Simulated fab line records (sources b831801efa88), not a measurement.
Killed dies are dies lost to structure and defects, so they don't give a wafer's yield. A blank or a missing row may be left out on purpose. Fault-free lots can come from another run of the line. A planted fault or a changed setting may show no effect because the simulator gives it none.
Problem report in the 8D (eight disciplines) form, filled by code ; flow sky130 ; the parts of the form that need people (team, actions taken, sign-off) are left out

1. WHAT IS WRONG
dose-ions-cm2 at SKY_LDD_N_IMPLANT_10 reads a mean of 4.952e+13 on 6 wafers of 2 lots; wafers without a fault read 7.501e+13 with a standard deviation of 7.9e+10. That is -99 or more standard deviations from the usual mean.
The first sign was on wafer L543.1 at day 21 06:51, on implanter-03. The record has a number at this step for 36 wafers belonging to 12 lots. By rule, "out" or "out of limits" means more than 4 standard deviations away from the usual mean. Any other wafer with a number is counted as sound.

2. WHAT THIS IS AND IS NOT
question;is;is not
which readings at this step;dose-ions-cm2, faraday-current-uA;-
which lots;L543, L547;L536, L538, L540, L542, L546, L553, L554, L555, L556, L557
which wafers of those lots;all that have a number;-
read on which tools;implanter-03;implanter-01
when;from day 21 06:51;"up to then (12 sound wafers); but 18 sound wafers of L546, L553, L554, L555, L556, L557 came after"

3. WHAT RULES OUT EACH SUSPECT
Counting: a tool at a process step up to the reading stays a suspect if it ran every lot that is out and no sound lot after the first of them.
- implanter-03 at SKY_LDD_N_IMPLANT_10: ruled out as a lasting fault. The sound lots L555, L556, L557 went through it after L543, its earliest lot that is out (day 21 06:51).
Left after counting: nothing in the record.

4. THE CAUSE (what the simulator had put in)
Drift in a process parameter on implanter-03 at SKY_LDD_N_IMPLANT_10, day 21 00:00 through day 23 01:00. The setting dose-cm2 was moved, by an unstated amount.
Counting ruled it out, wrongly.

5. SEQUENCE OF EFFECTS, ordered by route
Rows list readings where the struck wafers' mean (over those with a number) sits beyond 3 standard deviations from the usual. Only readings whose record carries a usual standard deviation are examined. hours: median over the lots of the time between each lot's start at the first step of this table that gives one and its start at this step. sigmas: the change, counted in usual standard deviations.
hours;step;reading;usual;on struck wafers;change;sigmas
0;SKY_LDD_N_IMPLANT_10;dose-ions-cm2;7.501e+13;4.952e+13;-2.549e+13;-99 or more
0;SKY_LDD_N_IMPLANT_10;faraday-current-uA;423;276;-147;-17
1;SKY_LDD_N_STRIP_16;strip-time-to-endpoint-s;4.318 s;4.242;-0.076;-5.1
The process steps in it:
- SKY_LDD_N_IMPLANT_10
- SKY_LDD_N_STRIP_16: strips in O2/N2.

6. WHAT WOULD HAVE CAUGHT IT SOONER
First out-of-limits reading in this record: day 21 06:51, which is 7 hours after fault onset at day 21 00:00.
